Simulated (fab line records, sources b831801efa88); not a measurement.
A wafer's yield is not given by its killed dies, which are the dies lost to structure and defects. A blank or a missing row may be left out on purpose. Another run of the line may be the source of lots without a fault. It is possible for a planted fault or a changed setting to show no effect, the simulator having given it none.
fab line records -- flow sky130
[record] lots = 15, wafers = 45, lastDay = 50
route steps=708 shown POLY_CUT@315 SD_P@328 RES_XHIGH@338 LI_CONTACT@364
lots with no fault: from the same line, run without faults
startH: hours from the record's opening day to when the first of the lot's shown wafers began -- waitH: hours since the lot's step before -- " identical to the entry in the row above -- L1.1+2: a single row standing in for several wafers -- - value missing, or start not given -- * or withheld: withheld -- < > ~ a bound
route shown NAME@n: a module of which the file shows steps, and the number in the route of the first -- usual: mean and standard deviation over wafers with no fault -- same: alike in all rows -- chamber/n: place in a boat -- sites: each site's reading -- _std_site: the standard deviation of these -- _edge_site: the outer-site mean with the inner-site mean subtracted -- radiusMm: for every site, how far away it sits from the centre of the wafer -- mask NAME#n: copy n -- behind: tool/chamber where the wafer was last shaped -- hold: cause of the lot's hold/its duration in hours/its outcome -- device: the transistor (n, p or np) that didn't switch -- end of line: tests of these same wafers at the route's end -- where a step has no rows: the recipe by itself -- killed: not the wafer's yield, but the dies lost to structure and defects at the first sort -- map: shows each die of a wafer: x if killed, . if not, _ if none is there
set.NAME: the setting as run; set.NAME@STEP: as run at that earlier step -- model.NAME: the simulator's own value behind a step, which no gauge read
one table for each step of the route and one row for each wafer, over a sample of lots
services: a tool's chamber out of use, with start hour (startH, from the record's first day; less than 0 if before it), hours out, and reason
[[steps]]
[step SKY_POLY_CUT_CD_MEAS_08]
[recipe] targetCdNm = 270
[usual] cdNm = 270.0/1.5
lot.wafer,tool,chamber,startH,waitH,cdNm
L448.1,cdSem-01,-,560.52,-,268.9
L448.3,cdSem-01,-,560.52,-,269.8
L448.5,cdSem-01,-,560.52,-,272.2
L449.2,cdSem-01,-,567.39,-,269.3
L449.3,cdSem-01,-,567.39,-,270.1
L449.6,cdSem-01,-,567.39,-,268.1
L452.1,cdSem-01,-,599.21,-,269.9
L452.2,cdSem-01,-,599.21,-,270.0
L452.3,cdSem-01,-,599.21,-,269.7
L453.1,cdSem-02,-,622.22,-,271.9
L453.2,cdSem-02,-,622.22,-,271.9
L453.6,cdSem-02,-,622.22,-,272.9
L455.3,cdSem-02,-,627.76,-,270.2
L455.4,cdSem-02,-,627.76,-,271.2
L455.6,cdSem-02,-,627.76,-,271.7
L456.1,cdSem-02,-,635.47,-,269.6
L456.2,cdSem-02,-,635.47,-,268.9
L456.3,cdSem-02,-,635.47,-,268.7
L457.1,cdSem-01,-,642.76,-,272.7
L457.3,cdSem-01,-,642.76,-,271.3
L457.6,cdSem-01,-,642.76,-,270.9
L458.2,cdSem-02,-,650.99,-,268.3
L458.5,cdSem-02,-,650.99,-,268.0
L458.6,cdSem-02,-,650.99,-,267.8
L459.1,cdSem-01,-,664.16,-,269.6
L459.5,cdSem-01,-,664.16,-,269.7
L459.6,cdSem-01,-,664.16,-,268.7
L461.1,cdSem-01,-,673.72,-,267.8
L461.3,cdSem-01,-,673.72,-,268.7
L461.4,cdSem-01,-,673.72,-,269.4
L462.2,cdSem-01,-,689.85,-,269.9
L462.3,cdSem-01,-,689.85,-,270.6
L462.6,cdSem-01,-,689.85,-,271.4
L465.1,cdSem-01,-,705.66,-,269.7
L465.2,cdSem-01,-,705.66,-,269.2
L465.5,cdSem-01,-,705.66,-,269.2
L468.1,cdSem-01,-,722.91,-,269.7
L468.3,cdSem-01,-,722.91,-,270.9
L468.4,cdSem-01,-,722.91,-,268.7
L470.3,cdSem-01,-,734.91,-,272.5
L470.4,cdSem-01,-,734.91,-,273.0
L470.5,cdSem-01,-,734.91,-,272.4
L469.2,cdSem-02,-,736.19,-,270.1
L469.3,cdSem-02,-,736.19,-,269.8
L469.4,cdSem-02,-,736.19,-,270.7
[step SKY_SD_P_OVL_MEAS_08]
[usual] SD_P_OVL = -0.4/1.3
lot.wafer,tool,chamber,startH,waitH,SD_P_OVL[nm]
L448.1,overlay-02,-,589.94,0.1,-0.2
L448.3,overlay-02,-,589.94,0.1,-3.0
L448.5,overlay-02,-,589.94,0.1,-0.7
L449.2,overlay-01,-,596.83,0.1,-2.1
L449.3,overlay-01,-,596.83,0.1,-1.0
L449.6,overlay-01,-,596.83,0.1,-1.2
L452.1,overlay-02,-,628.14,0.1,1.0
L452.2,overlay-02,-,628.14,0.1,0.2
L452.3,overlay-02,-,628.14,0.1,0.4
L453.1,overlay-02,-,651.39,0.1,1.0
L453.2,overlay-02,-,651.39,0.1,0.4
L453.6,overlay-02,-,651.39,0.1,-0.3
L455.3,overlay-01,-,655.79,0.1,-0.1
L455.4,overlay-01,-,655.79,0.1,0.9
L455.6,overlay-01,-,655.79,0.1,-1.6
L456.1,overlay-02,-,664.58,0.1,-0.8
L456.2,overlay-02,-,664.58,0.1,-0.8
L456.3,overlay-02,-,664.58,0.1,-0.8
L457.1,overlay-02,-,671.52,0.1,1.0
L457.3,overlay-02,-,671.52,0.1,0.7
L457.6,overlay-02,-,671.52,0.1,0.9
L458.2,overlay-02,-,678.56,0.1,-0.9
L458.5,overlay-02,-,678.56,0.1,-0.9
L458.6,overlay-02,-,678.56,0.1,2.1
L459.1,overlay-02,-,691.94,0.1,1.1
L459.5,overlay-02,-,691.94,0.1,1.1
L459.6,overlay-02,-,691.94,0.1,0.1
L461.1,overlay-01,-,702.32,0.1,-1.0
L461.3,overlay-01,-,702.32,0.1,0.3
L461.4,overlay-01,-,702.32,0.1,0.4
L462.2,overlay-02,-,717.95,0.1,-1.1
L462.3,overlay-02,-,717.95,0.1,-0.1
L462.6,overlay-02,-,717.95,0.1,-0.7
L465.1,overlay-02,-,733.29,0.1,-0.7
L465.2,overlay-02,-,733.29,0.1,2.8
L465.5,overlay-02,-,733.29,0.1,0.0
L468.1,overlay-02,-,749.79,0.1,-0.2
L468.3,overlay-02,-,749.79,0.1,-2.9
L468.4,overlay-02,-,749.79,0.1,0.3
L470.3,overlay-01,-,761.75,0.1,0.6
L470.4,overlay-01,-,761.75,0.1,-2.9
L470.5,overlay-01,-,761.75,0.1,-1.0
L469.2,overlay-01,-,763.20,0.1,-2.7
L469.3,overlay-01,-,763.20,0.1,-4.6
L469.4,overlay-01,-,763.20,0.1,-3.0
[step SKY_RES_XHIGH_DEVELOP_06]
[recipe] resist = NOVOLAK, developer = TMAH, developTimeS = 60, devTempC = 22.48
[usual] chillPlateTempC = 23.02/0.11, developTimeS = 60/0
lot.wafer,tool,chamber,startH,waitH,chillPlateTempC,developTimeS
L448.1,lithoTrack-03,0,619.00,0.1,23.18,60
L448.3,lithoTrack-03,0,619.00,0.1,22.91,60
L448.5,lithoTrack-03,0,619.00,0.1,22.90,60
L449.2,lithoTrack-03,0,625.43,0.1,22.99,60
L449.3,lithoTrack-03,0,625.43,0.1,23.02,60
L449.6,lithoTrack-03,0,625.43,0.1,23.04,60
L452.1,lithoTrack-02,0,656.97,0.1,23.01,60
L452.2,lithoTrack-02,0,656.97,0.1,22.89,60
L452.3,lithoTrack-02,0,656.97,0.1,23.02,60
L453.1,lithoTrack-02,0,679.92,0.1,22.86,60
L453.2,lithoTrack-02,0,679.92,0.1,22.94,60
L453.6,lithoTrack-02,0,679.92,0.1,22.88,60
L455.3,lithoTrack-01,0,684.06,0.1,23.08,60
L455.4,lithoTrack-01,0,684.06,0.1,23.05,60
L455.6,lithoTrack-01,0,684.06,0.1,23.07,60
L456.1,lithoTrack-02,0,692.27,0.1,23.05,60
L456.2,lithoTrack-02,0,692.27,0.1,22.83,60
L456.3,lithoTrack-02,0,692.27,0.1,23.03,60
L457.1,lithoTrack-03,0,698.95,0.1,22.94,60
L457.3,lithoTrack-03,0,698.95,0.1,22.93,60
L457.6,lithoTrack-03,0,698.95,0.1,23.06,60
L458.2,lithoTrack-03,0,706.23,0.1,22.98,60
L458.5,lithoTrack-03,0,706.23,0.1,23.15,60
L458.6,lithoTrack-03,0,706.23,0.1,22.99,60
L459.1,lithoTrack-01,0,719.76,0.1,23.24,60
L459.5,lithoTrack-01,0,719.76,0.1,22.99,60
L459.6,lithoTrack-01,0,719.76,0.1,23.00,60
L461.1,lithoTrack-01,0,729.61,0.1,22.85,60
L461.3,lithoTrack-01,0,729.61,0.1,22.83,60
L461.4,lithoTrack-01,0,729.61,0.1,22.89,60
L462.2,lithoTrack-02,0,745.79,0.1,23.02,60
L462.3,lithoTrack-02,0,745.79,0.1,23.11,60
L462.6,lithoTrack-02,0,745.79,0.1,22.89,60
L465.1,lithoTrack-01,0,760.26,0.1,22.73,60
L465.2,lithoTrack-01,0,760.26,0.1,22.86,60
L465.5,lithoTrack-01,0,760.26,0.1,23.16,60
L468.1,lithoTrack-03,-,777.05,0.1,-,-
L468.3,lithoTrack-03,-,777.05,0.1,-,-
L468.4,lithoTrack-03,-,777.05,0.1,-,-
L470.3,lithoTrack-01,-,788.41,0.1,-,-
L470.4,lithoTrack-01,-,788.41,0.1,-,-
L470.5,lithoTrack-01,-,788.41,0.1,-,-
L469.2,lithoTrack-02,-,789.44,0.1,-,-
L469.3,lithoTrack-02,-,789.44,0.1,-,-
L469.4,lithoTrack-02,-,789.44,0.1,-,-
[step SKY_RES_XHIGH_TW_MEAS_09]
[usual] RES_XHIGH_TW = 1655/19
lot.wafer,tool,chamber,startH,waitH,RES_XHIGH_TW
L448.1,filmMetro-03,-,619.40,0.1,1641
L448.3,filmMetro-03,-,619.40,0.1,1643
L448.5,filmMetro-03,-,619.40,0.1,1626
L449.2,filmMetro-03,-,625.81,0.1,1643
L449.3,filmMetro-03,-,625.81,0.1,1639
L449.6,filmMetro-03,-,625.81,0.1,1644
L452.1,filmMetro-03,-,657.37,0.1,1643
L452.2,filmMetro-03,-,657.37,0.1,1639
L452.3,filmMetro-03,-,657.37,0.1,1636
L453.1,filmMetro-01,-,680.32,0.1,1673
L453.2,filmMetro-01,-,680.32,0.1,1668
L453.6,filmMetro-01,-,680.32,0.1,1679
L455.3,filmMetro-02,-,684.43,0.1,1669
L455.4,filmMetro-02,-,684.43,0.1,1663
L455.6,filmMetro-02,-,684.43,0.1,1664
L456.1,filmMetro-03,-,692.67,0.1,1629
L456.2,filmMetro-03,-,692.67,0.1,1627
L456.3,filmMetro-03,-,692.67,0.1,1629
L457.1,filmMetro-01,-,699.35,0.1,1680
L457.3,filmMetro-01,-,699.35,0.1,1684
L457.6,filmMetro-01,-,699.35,0.1,1682
L458.2,filmMetro-01,-,706.61,0.1,1674
L458.5,filmMetro-01,-,706.61,0.1,1683
L458.6,filmMetro-01,-,706.61,0.1,1679
L459.1,filmMetro-01,-,720.16,0.1,1673
L459.5,filmMetro-01,-,720.16,0.1,1670
L459.6,filmMetro-01,-,720.16,0.1,1679
L461.1,filmMetro-01,-,730.01,0.1,1680
L461.3,filmMetro-01,-,730.01,0.1,1682
L461.4,filmMetro-01,-,730.01,0.1,1678
L462.2,filmMetro-03,-,746.18,0.1,1635
L462.3,filmMetro-03,-,746.18,0.1,1632
L462.6,filmMetro-03,-,746.18,0.1,1640
L465.1,filmMetro-01,-,760.66,0.1,1669
L465.2,filmMetro-01,-,760.66,0.1,1667
L465.5,filmMetro-01,-,760.66,0.1,1668
L468.1,filmMetro-01,-,777.45,0.1,31
L468.3,filmMetro-01,-,777.45,0.1,31
L468.4,filmMetro-01,-,777.45,0.1,31
L470.3,filmMetro-03,-,788.78,0.1,30
L470.4,filmMetro-03,-,788.78,0.1,30
L470.5,filmMetro-03,-,788.78,0.1,30
L469.2,filmMetro-01,-,789.83,0.1,31
L469.3,filmMetro-01,-,789.83,0.1,31
L469.4,filmMetro-01,-,789.83,0.1,31
[step SKY_LI_CONTACT_CMP_02]
[recipe] material = PSG, downForcePsi = 4, platenRpm = 60, padVelocityMS = 0.94248
[usual] edgeZonePressureFrac = 0.999/0.0044, headPressurePsi = 4.000/0.009, motorCurrentA = 12.3/0.92, slurryFlowMlMin = 150.0/0.45, timeToEndpointS = 35/3.5
lot.wafer,tool,chamber,startH,waitH,edgeZonePressureFrac,headPressurePsi,motorCurrentA,slurryFlowMlMin,timeToEndpointS
L448.3,cmp-02,0,649.05,0.1,0.998,4.004,13.4,149.8,37
L448.1,cmp-02,1,649.05,0.1,0.996,4.005,12.8,149.9,38
L448.5,cmp-02,0,649.05,0.1,1.004,3.995,13.0,150.4,37
L449.3,cmp-02,2,654.65,0.0,0.999,3.999,11.3,149.6,34
L449.2,cmp-02,0,654.65,0.0,1.004,3.988,13.1,149.7,32
L449.6,cmp-02,2,654.65,0.0,1.002,4.003,11.5,149.9,39
L452.3,cmp-02,2,687.34,0.0,1.004,3.998,11.7,149.3,35
L452.2,cmp-02,3,687.34,0.0,0.996,3.987,13.0,151.4,35
L452.1,cmp-02,1,687.34,0.0,0.996,4.009,13.4,150.4,34
L453.1,cmp-01,2,709.23,0.1,0.995,4.001,12.8,150.1,33
L453.2,cmp-01,3,709.23,0.1,1.005,4.003,13.4,150.7,34
L453.6,cmp-01,3,709.23,0.1,1.003,3.998,13.4,150.7,34
L455.3,cmp-02,0,712.70,0.0,0.996,4.009,13.0,149.7,38
L455.4,cmp-02,1,712.70,0.0,0.997,4.005,13.0,149.7,39
L455.6,cmp-02,0,712.70,0.0,1.006,4.006,13.1,149.6,37
L456.2,cmp-02,0,721.95,0.0,1.000,3.991,13.6,150.6,41
L456.1,cmp-02,2,721.95,0.0,1.003,3.994,11.8,150.1,41
L456.3,cmp-02,3,721.95,0.0,0.996,4.009,13.0,150.5,44
L457.3,cmp-01,0,728.20,0.1,1.004,3.992,10.5,150.5,30
L457.1,cmp-01,1,728.20,0.1,1.002,4.019,12.1,149.9,28
L457.6,cmp-01,3,728.20,0.1,0.998,4.029,13.4,149.9,29
L458.2,cmp-01,0,735.09,0.1,1.004,3.995,10.3,149.5,36
L458.6,cmp-01,2,735.09,0.1,0.997,4.018,12.3,149.0,34
L458.5,cmp-01,3,735.09,0.1,1.002,3.995,13.4,149.8,32
L459.1,cmp-01,2,748.33,0.1,0.999,3.993,12.1,149.8,37
L459.6,cmp-01,2,748.33,0.1,0.999,3.990,12.5,149.5,37
L459.5,cmp-01,3,748.33,0.1,1.000,3.990,12.6,149.6,39
L461.4,cmp-02,1,758.54,0.1,0.996,4.001,12.9,149.6,38
L461.3,cmp-02,3,758.54,0.1,0.997,3.995,13.2,149.9,40
L461.1,cmp-02,0,758.54,0.1,1.005,4.009,13.9,150.5,38
L462.2,cmp-02,1,775.07,0.1,1.004,3.990,12.7,150.5,31
L462.3,cmp-02,2,775.07,0.1,1.004,4.006,11.8,149.7,36
L462.6,cmp-02,0,775.07,0.1,1.002,4.002,13.0,150.2,33
L465.2,cmp-01,2,789.46,0.1,0.995,3.977,12.2,149.8,33
L465.1,cmp-01,0,789.46,0.1,0.997,3.992,10.1,149.9,30
L465.5,cmp-01,2,789.46,0.1,0.999,3.995,12.0,149.9,30
L468.3,cmp-02,2,805.63,0.0,1.000,4.001,12.0,150.8,39
L468.1,cmp-02,0,805.63,0.0,0.997,3.998,12.9,150.3,32
L468.4,cmp-02,1,805.63,0.0,1.000,3.983,12.7,150.6,35
L470.4,cmp-02,1,816.94,0.1,0.999,3.998,13.0,149.7,38
L470.3,cmp-02,3,816.94,0.1,0.996,3.995,12.5,150.1,39
L470.5,cmp-02,1,816.94,0.1,0.998,4.013,12.6,150.4,34
L469.2,cmp-01,1,817.05,0.0,1.002,4.007,11.9,149.1,33
L469.3,cmp-01,3,817.05,0.0,1.005,4.008,13.1,149.7,32
L469.4,cmp-01,0,817.05,0.0,1.002,3.998,10.1,150.5,31
[[services]]
tool,chamber,startH,hours,kind
cmp-02,-,596.20,0.8,repair
cmp-01,-,624.28,2.1,repair
cmp-02,-,694.41,2.6,repair
cmp-02,-,732.75,6.9,pm
cmp-01,-,744.14,4.0,pm
cmp-01,-,748.14,-,consumableReplace:conditioner
cmp-01,-,748.14,-,consumableReplace:pad
cmp-02,-,763.45,4.6,pm
cmp-02,-,798.26,6.1,repair
cmp-02,-,801.93,0.5,repair
[[key]]
[firstSign] step = SKY_RES_XHIGH_DEVELOP_06, reading = toolRecord, direction = missing
[effect] step = SKY_RES_XHIGH_TW_MEAS_09, reading = RES_XHIGH_TW, direction = down, sigmas = 84, usual = 1655, struck = 31
metAt SKY_RES_XHIGH_DEVELOP_06
struckLots L468,L469,L470
sortLeftOut L468.1,L468.3,L468.4,L469.2,L469.3,L469.4,L470.3,L470.4,L470.5
testerLeftOut L468,L469,L470
notActingAt SKY_POLY_CUT_CD_MEAS_08,SKY_SD_P_OVL_MEAS_08,SKY_LI_CONTACT_CMP_02
onsetBetween 760.26 777.05
[fault] kind = skippedStepWhole, tool = lithoTrack-01,lithoTrack-02,lithoTrack-03, chamber = -, onsetH = 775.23, steps = SKY_RES_XHIGH_DEVELOP_06, scope = struckLotsOnly
// testerLeftOut: of these lots the tester's yield and bins aren't shown, on N5 and GAA mostly nor the transistor test; their killed dies are dies lost to structure and defects alone, not to doping, threshold or leakage, so they don't give the yield
// sortLeftOut: the simulated sort isn't trusted on such a fault, so these wafers' sort isn't shown, and their yield isn't known
